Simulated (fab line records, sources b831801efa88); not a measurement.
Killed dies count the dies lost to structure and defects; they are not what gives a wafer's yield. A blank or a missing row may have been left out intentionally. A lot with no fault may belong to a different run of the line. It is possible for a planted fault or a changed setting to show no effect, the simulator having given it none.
Comparing a struck lot with a sound one || flow sky130 || 15 steps out of a route of 708
Sound: these wafers, L537.2, L537.5, L537.6. The struck wafers were L547.3, L547.4, L547.5. The cause comes at the end.
Per side, at each step with rows, come the tool, then ch with its chambers, and then its first start. Under that, the readings that differ: sound wafers || struck wafers || difference of the means || sigmas: that difference in standard deviations of wafers without a fault.
alike: readings whose means differ by less than 2 such deviations, and words and numbers that are the same on both sides. not compared: withheld readings, readings that some wafer has no value for, bounds like >300 that may hide the same value, and numbers for which the record gives no deviation and whose values overlap.
A row with sigmas, a row that says differs or no value, or rows on one side alone: a step with any of these is where the two part. Numbers that have no deviation but don't overlap get no sigmas and don't part them. A reading that every wafer of one side lacks parts them only if that side has two wafers or more.

SKY_LDD_HVP_TW_MEAS_10:
  sound on film_metro-01, day 21 19:20; struck on film_metro-04, day 25 20:35
  alike: LDD_HVP_TW
then, 7 steps without rows for these wafers: SKY_LDD_LDN_DEHYDRATE_00 (time 60 s); SKY_LDD_LDN_HMDS_01 (prime time 60 s); SKY_LDD_LDN_COAT_02 (resist thk 1140 nm); SKY_LDD_LDN_SOFTBAKE_03 (time 60 s); SKY_LDD_LDN_EXPOSE_04 (exposes mask LDNTM, target cd 700 nm); SKY_LDD_LDN_PEB_05; SKY_LDD_LDN_DEVELOP_06 (develop time 60 s).
SKY_LDD_LDN_OVL_MEAS_07:
  sound on overlay-02, day 23 00:38; struck on overlay-01, day 27 02:00
  alike: LDD_LDN_OVL
then, 3 steps without rows for these wafers: SKY_LDD_LDN_IMPLANT_08; SKY_LDD_LDN_IMPLANT_09; SKY_LDD_LDN_IMPLANT_10.
SKY_LDD_LDN_IMPLANT_11:
  sound on implanter-02 ch 0, day 23 01:08; struck on implanter-02 ch 0, day 27 02:31
{"reading": "dose_ions_cm2", "sound": "1.2507e+13 1.2498e+13 1.2501e+13", "struck": "1.3926e+13 1.391e+13 1.3908e+13", "difference": "+1.4127e+12", "sigmas": "+99 or more"}
{"reading": "faraday_current_uA", "sound": "69.3 71.1 70.8", "struck": "79.7 79.2 79.5", "difference": "+9.1", "sigmas": "+6"}
SKY_LDD_LDN_STRIP_12: strips in O2/N2.
  sound on plasma_asher-04 ch 0,1, day 23 01:16; struck on plasma_asher-01 ch 0,1, day 27 02:39
  alike: drypump_motor_current_A, oes_product_au, strip_time_to_endpoint_s
  not compared: rf_hours_counter_h
-- here the record skips 22 days between the struck wafers' starts before and after, leaving off in module LDD_LDN and picking up in module PAD_OPEN (first step shown: number 708 of the route) --
SKY_PAD_OPEN_PROBE_99:
  sound on prober-02, day 45 20:24; struck on prober-02, day 48 15:10
  alike: killed_at_M0_to_M3, killed_at_M4_up, killed_at_contacts, killed_at_front_end, killed_at_other, killed_dies, killed_open, killed_short

WHERE THEY PART
SKY_LDD_LDN_IMPLANT_11 only, going by this record. Later steps at which nothing parts them and some readings are alike: SKY_LDD_LDN_STRIP_12, SKY_PAD_OPEN_PROBE_99.

WHY: whatever the simulator had introduced
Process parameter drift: implanter-02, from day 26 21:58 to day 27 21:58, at SKY_LDD_LDN_IMPLANT_11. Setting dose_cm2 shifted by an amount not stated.
